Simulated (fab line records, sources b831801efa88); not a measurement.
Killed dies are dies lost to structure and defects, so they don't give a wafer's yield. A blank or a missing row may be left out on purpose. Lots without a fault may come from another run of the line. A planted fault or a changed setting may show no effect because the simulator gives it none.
fab line records | flow sky130
record lots=14 wafers=42 last_day=50
route steps=708 shown METAL2@484 VIA2@531 CAPM@538
lots that met no fault: from a run of the same line without faults
start_h: hours from the record's first day to the start of the lot's first wafer shown | wait_h: hours since the lot's step before | " the same as in the row above | L1.1+2: a row that stands for several wafers | - no value, or no start given | * or withheld: withheld | < > ~ a bound
route shown NAME@n: a module of which the file shows steps, and the number in the route of the first | usual: mean/standard deviation of fault-free wafers | same: alike in all rows | chamber/n: place in a boat | sites: the reading at each site | _std_site: their standard deviation | _edge_site: outer sites' mean less inner sites' | radius_mm: how far each site lies from the wafer's centre | mask NAME#n: copy n | behind: the tool/chamber that last shaped the wafer | hold: why the lot was held/for how many hours/how that ended | device: the transistor (n, p or np) that didn't switch | end of line: the same wafers' tests at the end of the route | a step without rows: its recipe alone | killed: dies lost to structure and defects at the first sort, not the wafer's yield | map: a wafer's dies, x killed, . not, _ none there
set.NAME: the setting as run; set.NAME@STEP: as run at that earlier step | model.NAME: the simulator's own value behind a step, which no gauge read
steps of the route over a sample of lots; a table a step, a row a wafer
services: from which hour (start_h, from the record's first day; less than 0 if before it) a tool's chamber was out of use, for how many hours, and why
## steps
# step SKY_METAL2_SPUTTER_01
# recipe material=TiN target_thk_nm=20 power_w=6500 time_s=16.7 chamber_pressure_pa=0.4
# usual throttle_valve_pct=30.3/1.1
# same time_s=16.7
# columns lot.wafer tool chamber start_h wait_h throttle_valve_pct
L402.2 pvd_sputter-03 - 795.43 0.0 30.7
L402.3 " - " " 32.7
L402.4 " - " " 29.9
L403.1 pvd_sputter-03 - 804.53 0.0 32.5
L403.4 " - " " 30.0
L403.5 " - " " 30.0
L404.2 pvd_sputter-03 - 808.78 0.0 32.5
L404.3 " - " " 29.8
L404.6 " - " " 30.2
L405.1 pvd_sputter-04 - 817.66 0.0 31.0
L405.4 " - " " 31.1
L405.5 " - " " 29.1
L407.2 pvd_sputter-02 - 826.44 0.0 30.7
L407.4 " - " " 28.6
L407.6 " - " " 29.2
L416.2 pvd_sputter-04 - 899.37 0.0 29.1
L416.5 " - " " 29.1
L416.6 " - " " 29.2
L419.1 pvd_sputter-02 - 917.72 0.0 28.7
L419.2 " - " " 29.4
L419.5 " - " " 28.7
L418.1 pvd_sputter-03 - 917.99 0.0 32.5
L418.2 " - " " 30.6
L418.5 " - " " 29.8
L417.2 pvd_sputter-04 - 919.21 0.0 31.1
L417.4 " - " " 29.2
L417.6 " - " " 31.3
L420.1 pvd_sputter-02 - 945.95 0.0 30.4
L420.3 " - " " 28.7
L420.6 " - " " 31.0
L421.1 pvd_sputter-04 - 947.38 0.0 31.0
L421.3 " - " " 29.2
L421.4 " - " " 28.9
L422.3 pvd_sputter-03 - 948.31 0.0 30.6
L422.4 " - " " 30.1
L422.6 " - " " 29.8
L423.4 pvd_sputter-04 - 948.83 0.0 31.1
L423.5 " - " " 29.2
L423.6 " - " " 29.0
L425.3 pvd_sputter-04 - 955.61 0.0 30.9
L425.5 " - " " 29.0
L425.6 " - " " 29.1
# step SKY_METAL2_SPUTTER_04
# recipe material=TiN target_thk_nm=70 power_w=6381 time_s=58.3 chamber_pressure_pa=0.4
# usual throttle_valve_pct=30.3/1.1
# same time_s=58.3
# columns lot.wafer tool chamber start_h wait_h throttle_valve_pct
L402.2 pvd_sputter-03 - 795.50 0.0 30.7
L402.3 " - " " 32.7
L402.4 " - " " 30.1
L403.1 pvd_sputter-03 - 804.60 0.0 32.5
L403.4 " - " " 30.2
L403.5 " - " " 30.1
L404.2 pvd_sputter-03 - 808.85 0.0 32.7
L404.3 " - " " 29.8
L404.6 " - " " 30.2
L405.1 pvd_sputter-04 - 817.73 0.0 30.9
L405.4 " - " " 31.3
L405.5 " - " " 29.2
L407.2 pvd_sputter-02 - 826.52 0.0 30.5
L407.4 " - " " 28.7
L407.6 " - " " 29.4
L416.2 pvd_sputter-04 - 899.43 0.0 29.1
L416.5 " - " " 28.9
L416.6 " - " " 29.2
L419.1 pvd_sputter-02 - 917.79 0.0 28.6
L419.2 " - " " 29.1
L419.5 " - " " 28.7
L418.1 pvd_sputter-03 - 918.06 0.0 32.8
L418.2 " - " " 31.0
L418.5 " - " " 30.0
L417.2 pvd_sputter-04 - 919.28 0.0 31.3
L417.4 " - " " 29.1
L417.6 " - " " 30.8
L420.1 pvd_sputter-02 - 946.02 0.0 30.6
L420.3 " - " " 28.5
L420.6 " - " " 30.9
L421.1 pvd_sputter-04 - 947.45 0.0 31.2
L421.3 " - " " 28.9
L421.4 " - " " 29.1
L422.3 pvd_sputter-03 - 948.38 0.0 30.7
L422.4 " - " " 30.1
L422.6 " - " " 30.1
L423.4 pvd_sputter-04 - 948.90 0.0 31.1
L423.5 " - " " 29.0
L423.6 " - " " 29.0
L425.3 pvd_sputter-04 - 955.68 0.0 30.9
L425.5 " - " " 28.9
L425.6 " - " " 28.9
# step SKY_VIA2_CMP_24
# recipe stop_on=SiO2 t_overpolish_s=20 down_force_psi=3.5 platen_rpm=60 target_thk_nm=0 pad_velocity_m_s=0.94248
# usual motor_current_A=11.3/1.2 overpolish_run_s=20.000/0.009 time_to_endpoint_s=103/4.1
# columns lot.wafer tool chamber start_h wait_h motor_current_A overpolish_run_s time_to_endpoint_s
L402.2 cmp-01 2 850.89 0.0 10.5 19.999 104
L402.4 " 3 " " 13.3 19.991 103
L402.3 " 0 " " 11.5 20.002 104
L403.1 cmp-02 0 860.62 0.1 9.5 19.998 104
L403.4 " 2 " " 11.2 19.988 101
L403.5 " 0 " " 9.6 19.994 110
L404.3 cmp-01 0 865.45 0.1 11.4 20.001 101
L404.2 " 1 " " 10.3 19.990 94
L404.6 " 0 " " 12.0 20.023 102
L405.1 cmp-01 0 873.59 0.1 10.9 19.995 103
L405.4 " 1 " " 10.6 0.046 157
L405.5 " 1 " " 11.2 19.999 101
L407.2 cmp-01 2 882.85 0.1 10.6 19.998 106
L407.4 " 1 " " 10.9 0.037 155
L407.6 " 3 " " 12.7 19.994 102
L416.2 cmp-02 0 953.32 0.1 9.4 20.001 106
L416.6 " 3 " " 11.5 19.987 100
L416.5 " 0 " " 9.3 19.993 108
L419.2 cmp-01 3 969.48 0.1 13.9 20.003 106
L419.1 " 0 " " 11.3 19.999 102
L419.5 " 1 " " 10.9 20.008 99
L418.1 cmp-02 0 970.29 0.1 9.7 19.994 101
L418.2 " 1 " " 11.1 20.008 95
L418.5 " 1 " " 11.5 20.000 95
L417.2 cmp-02 2 971.27 0.0 10.9 20.001 105
L417.4 " 1 " " 11.6 19.998 105
L417.6 " 3 " " 11.7 19.988 106
L420.3 cmp-01 1 996.35 0.0 11.1 20.030 99
L420.1 " 2 " " 10.9 20.003 106
L420.6 " 2 " " 10.6 19.990 104
L421.3 cmp-01 1 998.57 0.1 10.6 19.994 94
L421.1 " 3 " " 14.0 20.009 98
L421.4 " 0 " " 11.3 20.004 99
L422.3 cmp-02 1 999.03 0.0 11.6 20.004 104
L422.4 " 0 " " 9.2 20.002 110
L422.6 " 2 " " 11.1 19.993 102
L423.4 cmp-01 1 999.55 0.1 10.9 19.982 101
L423.6 " 0 " " 11.8 20.003 105
L423.5 " 1 " " 11.1 20.012 105
L425.3 cmp-01 2 1005.44 0.2 11.0 20.007 109
L425.6 " 3 " " 13.9 19.989 104
L425.5 " 0 " " 11.3 20.013 106
# step SKY_CAPM_THK_MEAS_01
# recipe reads=SiO2_of_CAPM_CVD_00
# usual CAPM_CVD_00_THK=15.49/0.3
# columns lot.wafer tool chamber start_h wait_h CAPM_CVD_00_THK[nm]
L402.2 film_metro-02 - 851.38 - 15.66
L402.3 " - " " 15.52
L402.4 " - " " 16.14
L403.1 film_metro-04 - 861.05 - 15.19
L403.4 " - " " 15.19
L403.5 " - " " 15.63
L404.2 film_metro-02 - 865.89 - 15.67
L404.3 " - " " 15.32
L404.6 " - " " 15.36
L405.1 film_metro-02 - 874.06 - 15.34
L405.5 " - " " 15.67
L407.2 film_metro-02 - 883.34 - 15.49
L407.6 " - " " 15.60
L416.2 film_metro-02 - 953.76 - 15.15
L416.5 " - " " 15.57
L416.6 " - " " 15.64
L419.1 film_metro-04 - 969.86 - 15.63
L419.2 " - " " 15.58
L419.5 " - " " 15.76
L418.1 film_metro-04 - 970.77 - 14.89
L418.2 " - " " 15.42
L418.5 " - " " 15.36
L417.2 film_metro-04 - 971.75 - 15.14
L417.4 " - " " 15.75
L417.6 " - " " 15.23
L420.1 film_metro-04 - 996.82 - 15.75
L420.3 " - " " 15.48
L420.6 " - " " 15.92
L421.1 film_metro-04 - 999.04 - 15.46
L421.3 " - " " 14.84
L421.4 " - " " 15.09
L422.3 film_metro-02 - 999.53 - 15.45
L422.4 " - " " 16.08
L422.6 " - " " 15.48
L423.4 film_metro-04 - 1000.01 - 15.68
L423.5 " - " " 15.85
L423.6 " - " " 15.85
L425.3 film_metro-04 - 1005.78 - 15.55
L425.5 " - " " 15.75
L425.6 " - " " 15.70
## services
# columns tool chamber start_h hours kind
cmp-02 - 775.54 1.4 repair
cmp-01 - 856.61 1.4 repair
pvd_sputter-04 - 857.41 3.3 repair
cmp-02 - 869.71 2.1 repair
cmp-02 - 903.90 2.7 pm
pvd_sputter-03 - 905.08 4.4 repair
cmp-02 - 912.08 4.0 pm
cmp-02 - 916.08 - consumable_replace:conditioner
cmp-02 - 916.08 - consumable_replace:pad
pvd_sputter-03 - 922.13 2.1 repair
cmp-01 - 932.88 4.0 pm
pvd_sputter-04 - 937.91 3.2 repair
pvd_sputter-04 - 958.73 3.6 repair
cmp-01 - 978.46 0.8 repair
## key
first_sign step=SKY_VIA2_CMP_24 reading=overpolish_run_s direction=down sigmas=99+ usual=20.000 struck=0.042
effect step=SKY_VIA2_CMP_24 reading=time_to_endpoint_s direction=up sigmas=13 usual=* struck=*
met_at SKY_VIA2_CMP_24
struck_lots L405,L407
struck_wafers L405.4,L407.4
later_rows_left_out L405.4,L407.4
sort_left_out L405.4,L407.4
not_acting_at SKY_METAL2_SPUTTER_01,SKY_METAL2_SPUTTER_04,SKY_CAPM_THK_MEAS_01
onset_between 865.45 873.59
fault kind=process_parameter_drift tool=cmp-01 chamber=- onset_h=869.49 steps=SKY_VIA2_CMP_24 channel=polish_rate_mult offset=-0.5 shape=step end_h=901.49 scope=struck_wafers_only
# sort_left_out: the simulated sort isn't trusted on such a fault, so these wafers' sort isn't shown, and their yield isn't known
# later_rows_left_out: the simulator's readings of these wafers behind a module that went badly wrong aren't trusted and aren't shown, but for the sort
